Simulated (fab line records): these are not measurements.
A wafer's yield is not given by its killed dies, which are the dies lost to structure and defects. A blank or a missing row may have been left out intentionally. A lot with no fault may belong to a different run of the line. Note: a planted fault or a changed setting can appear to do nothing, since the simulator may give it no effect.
Which of the tools did it? / flow gf180mcu / 39 wafers from 13 lots sampled at 5 of the route's 602 steps

== WHAT THE GAUGES READ, wafer by wafer ==
GF_HV_LDD_THK_MEAS_57. Usual: HV_LDD_CVD_56_THK 90.1 nm, standard deviation 0.87.
lot=L166; measured=day 12 20:34; on=filmMetro-02; HV_LDD_CVD_56_THK (nm)=91.2 89.7 90.3; flag=
lot=L168; measured=day 13 08:04; on=filmMetro-04; HV_LDD_CVD_56_THK (nm)=90.7 90.2 91.4; flag=
lot=L169; measured=day 13 13:34; on=filmMetro-03; HV_LDD_CVD_56_THK (nm)=90.4 89.1 90.4; flag=
lot=L170; measured=day 14 06:18; on=filmMetro-04; HV_LDD_CVD_56_THK (nm)=89.5 90.3 89.2; flag=
lot=L171; measured=day 14 08:49; on=filmMetro-02; HV_LDD_CVD_56_THK (nm)=88.1 88.9 88.9; flag=
lot=L172; measured=day 14 16:59; on=filmMetro-04; HV_LDD_CVD_56_THK (nm)=91.2 90.7 91.1; flag=
lot=L173; measured=day 15 02:00; on=filmMetro-02; HV_LDD_CVD_56_THK (nm)=91.6 90.6 91.4; flag=
lot=L174; measured=day 15 11:37; on=filmMetro-02; HV_LDD_CVD_56_THK (nm)=89.8 89.7 90.5; flag=
lot=L176; measured=day 16 06:14; on=filmMetro-04; HV_LDD_CVD_56_THK (nm)=90.5 91.4 90.9; flag=
lot=L179; measured=day 17 12:02; on=filmMetro-03; HV_LDD_CVD_56_THK (nm)=90.9 90.9 91.0; flag=
lot=L180; measured=day 17 16:36; on=filmMetro-02; HV_LDD_CVD_56_THK (nm)=90.7 89.9 90.1; flag=
lot=L187; measured=day 19 21:22; on=filmMetro-03; HV_LDD_CVD_56_THK (nm)=89.1 88.9 89.4; flag=
lot=L188; measured=day 20 05:34; on=filmMetro-04; HV_LDD_CVD_56_THK (nm)=88.9 89.9 89.1; flag=

GF_PSD_RS_MEAS_15: uses a four-point probe to measure. Usual: PSD_RS 108.54 ohm/sq, standard deviation 0.24.
lot=L166; measured=day 14 14:33; on=filmMetro-04; PSD_RS (ohm/sq)=108.45 108.61 108.19; flag=
lot=L168; measured=day 15 02:16; on=filmMetro-02; PSD_RS (ohm/sq)=107.98 108.09 108.27; flag=
lot=L169; measured=day 15 08:01; on=filmMetro-01; PSD_RS (ohm/sq)=108.45 108.35 107.96; flag=
lot=L170; measured=day 16 02:29; on=filmMetro-02; PSD_RS (ohm/sq)=108.62 108.42 108.69; flag=
lot=L171; measured=day 16 04:43; on=filmMetro-01; PSD_RS (ohm/sq)=108.83 108.86 108.57; flag=
lot=L172; measured=day 16 13:04; on=filmMetro-04; PSD_RS (ohm/sq)=108.64 108.53 108.57; flag=
lot=L173; measured=day 16 23:25; on=filmMetro-04; PSD_RS (ohm/sq)=108.72 108.77 108.45; flag=
lot=L174; measured=day 17 08:53; on=filmMetro-01; PSD_RS (ohm/sq)=108.42 108.75 108.70; flag=
lot=L176; measured=day 18 04:34; on=filmMetro-04; PSD_RS (ohm/sq)=108.58 108.72 108.43; flag=
lot=L179; measured=day 19 11:53; on=filmMetro-01; PSD_RS (ohm/sq)=108.98 109.16 108.76; flag=
lot=L180; measured=day 19 17:52; on=filmMetro-04; PSD_RS (ohm/sq)=108.38 108.28 108.57; flag=
lot=L187; measured=day 21 21:55; on=filmMetro-02; PSD_RS (ohm/sq)=108.41 108.54 108.58; flag=
lot=L188; measured=day 22 06:48; on=filmMetro-01; PSD_RS (ohm/sq)=108.62 108.78 108.84; flag=

GF_SAB_THK_MEAS_01. Usual: SAB_CVD_00_THK 49.9 nm, standard deviation 0.73.
lot=L166; measured=day 14 14:41; on=filmMetro-02; SAB_CVD_00_THK (nm)=50.5 50.2 50.8; flag=
lot=L168; measured=day 15 02:24; on=filmMetro-01; SAB_CVD_00_THK (nm)=49.3 51.1 50.7; flag=
lot=L169; measured=day 15 08:08; on=filmMetro-02; SAB_CVD_00_THK (nm)=48.8 49.9 50.2; flag=
lot=L170; measured=day 16 02:38; on=filmMetro-01; SAB_CVD_00_THK (nm)=49.0 48.8 49.8; flag=
lot=L171; measured=day 16 04:51; on=filmMetro-02; SAB_CVD_00_THK (nm)=49.7 49.1 50.5; flag=
lot=L172; measured=day 16 13:12; on=filmMetro-03; SAB_CVD_00_THK (nm)=48.7 49.4 50.4; flag=
lot=L173; measured=day 16 23:33; on=filmMetro-02; SAB_CVD_00_THK (nm)=49.5 49.2 50.5; flag=
lot=L174; measured=day 17 09:01; on=filmMetro-02; SAB_CVD_00_THK (nm)=49.7 50.2 50.5; flag=
lot=L176; measured=day 18 04:42; on=filmMetro-01; SAB_CVD_00_THK (nm)=49.7 50.2 50.8; flag=
lot=L179; measured=day 19 12:04; on=filmMetro-03; SAB_CVD_00_THK (nm)=49.4 50.3 50.0; flag=
lot=L180; measured=day 19 18:00; on=filmMetro-03; SAB_CVD_00_THK (nm)=49.3 50.0 33.9 49.2 50.0 33.9; flag=OFF
lot=L187; measured=day 21 22:02; on=filmMetro-01; SAB_CVD_00_THK (nm)=50.6 50.8 50.6; flag=
lot=L188; measured=day 22 06:56; on=filmMetro-03; SAB_CVD_00_THK (nm)=48.9 49.6 49.0; flag=

GF_SAB_CD_MEAS_09: target cd 420 nm. Usual: cdNm at 420.7 nm, with a standard deviation of 2.2.
lot=L166; measured=day 15 11:34; on=cdSem-02; cdNm (nm)=417.7 417.6 417.7; flag=
lot=L168; measured=day 16 00:02; on=cdSem-01; cdNm (nm)=418.7 418.9 418.1; flag=
lot=L169; measured=day 16 05:16; on=cdSem-02; cdNm (nm)=419.8 421.3 419.3; flag=
lot=L170; measured=day 17 01:11; on=cdSem-02; cdNm (nm)=418.8 420.5 419.0; flag=
lot=L171; measured=day 17 03:30; on=cdSem-01; cdNm (nm)=423.9 423.8 421.5; flag=
lot=L172; measured=day 17 11:29; on=cdSem-02; cdNm (nm)=422.2 423.5 423.9; flag=
lot=L173; measured=day 17 22:02; on=cdSem-01; cdNm (nm)=422.5 421.7 422.0; flag=
lot=L174; measured=day 18 08:16; on=cdSem-01; cdNm (nm)=421.6 420.1 423.1; flag=
lot=L176; measured=day 19 04:40; on=cdSem-01; cdNm (nm)=424.6 423.2 427.1; flag=
lot=L179; measured=day 20 12:24; on=cdSem-02; cdNm (nm)=421.7 422.8 421.5; flag=
lot=L180; measured=day 20 17:25; on=cdSem-01; cdNm (nm)=420.9 420.8 421.8; flag=
lot=L187; measured=day 22 20:31; on=cdSem-02; cdNm (nm)=418.0 419.2 417.8; flag=
lot=L188; measured=day 23 05:35; on=cdSem-01; cdNm (nm)=422.4 419.8 420.9; flag=

== WHICH TOOL RAN EACH LOT (tool, then ch and the chambers of the sampled wafers, then the start) ==
lot=L166; GF_SAB_CVD_00=pecvd-02 ch 0,1, day 14 14:39
lot=L168; GF_SAB_CVD_00=pecvd-02 ch 0,1,2, day 15 02:23
lot=L169; GF_SAB_CVD_00=pecvd-04 ch 0,1,2, day 15 08:07
lot=L170; GF_SAB_CVD_00=pecvd-01 ch 0,1,2, day 16 02:37
lot=L171; GF_SAB_CVD_00=pecvd-01 ch 0,1,2, day 16 04:50
lot=L172; GF_SAB_CVD_00=pecvd-02 ch 0,1,2, day 16 13:11
lot=L173; GF_SAB_CVD_00=pecvd-04 ch 0,1, day 16 23:32
lot=L174; GF_SAB_CVD_00=pecvd-02 ch 0,1, day 17 08:59
lot=L176; GF_SAB_CVD_00=pecvd-02 ch 0,1,2, day 18 04:41
lot=L179; GF_SAB_CVD_00=pecvd-01 ch 2, day 19 12:01
lot=L180; GF_SAB_CVD_00=pecvd-02 ch 0,1,2, day 19 17:58
lot=L187; GF_SAB_CVD_00=pecvd-04 ch 0,1,2, day 21 21:59
lot=L188; GF_SAB_CVD_00=pecvd-04 ch 0,1,2, day 22 06:55
- GF_SAB_CVD_00: deposits SiO2 from TEOS, target thk 50 nm, time 4.9302 s.

== AS READ BY THE TOOLS THEMSELVES (means over the sampled wafers that have a number; for cases with no such wafer, the mark the record gives instead) ==
GF_SAB_CVD_00. Usual: heaterPowerW at 694 W, with a standard deviation of 120.
lot=L166; tool=pecvd-02; heaterPowerW (W)=556; flag=
lot=L168; tool=pecvd-02; heaterPowerW (W)=653; flag=
lot=L169; tool=pecvd-04; heaterPowerW (W)=677; flag=
lot=L170; tool=pecvd-01; heaterPowerW (W)=741; flag=
lot=L171; tool=pecvd-01; heaterPowerW (W)=736; flag=
lot=L172; tool=pecvd-02; heaterPowerW (W)=653; flag=
lot=L173; tool=pecvd-04; heaterPowerW (W)=726; flag=
lot=L174; tool=pecvd-02; heaterPowerW (W)=561; flag=
lot=L176; tool=pecvd-02; heaterPowerW (W)=610; flag=
lot=L179; tool=pecvd-01; heaterPowerW (W)=850; flag=
lot=L180; tool=pecvd-02; heaterPowerW (W)=625; flag=
lot=L187; tool=pecvd-04; heaterPowerW (W)=739; flag=
lot=L188; tool=pecvd-04; heaterPowerW (W)=666; flag=

== THE ANSWER, worked out from the rows above alone ==
Rule: a lot counts as off when the mean over its wafers that have a number is more than 3 standard deviations away from the usual mean. A lot without any number at a reading at which 4 lots or more have one is off too. Any other lot the step has rows for is counted as sound. First the gauges in route order, then the tools' own readings, where a lot's mean is used as printed above. The first step at which some lot is off is used, and at that step the reading that is off furthest; a lot without a number counts as furthest.
Off: L180, at GF_SAB_THK_MEAS_01 (SAB_CVD_00_THK).
If a tool, at a process step before that reading, ran all the lots that are off and no sound lot after the first of them, it fits. Those tools and the gauges at GF_SAB_THK_MEAS_01 are tried in the same way. One fits: pecvd-02 at GF_SAB_CVD_00. A fault onset in the window from L176 (day 18 04:41, its last sound lot) to L180 (day 19 17:58, its first lot off) fits.

== WHAT HAD BEEN PUT IN BY THE SIMULATOR ==
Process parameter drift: pecvd-02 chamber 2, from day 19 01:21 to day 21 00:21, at GF_SAB_CVD_00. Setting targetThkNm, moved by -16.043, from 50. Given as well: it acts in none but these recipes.
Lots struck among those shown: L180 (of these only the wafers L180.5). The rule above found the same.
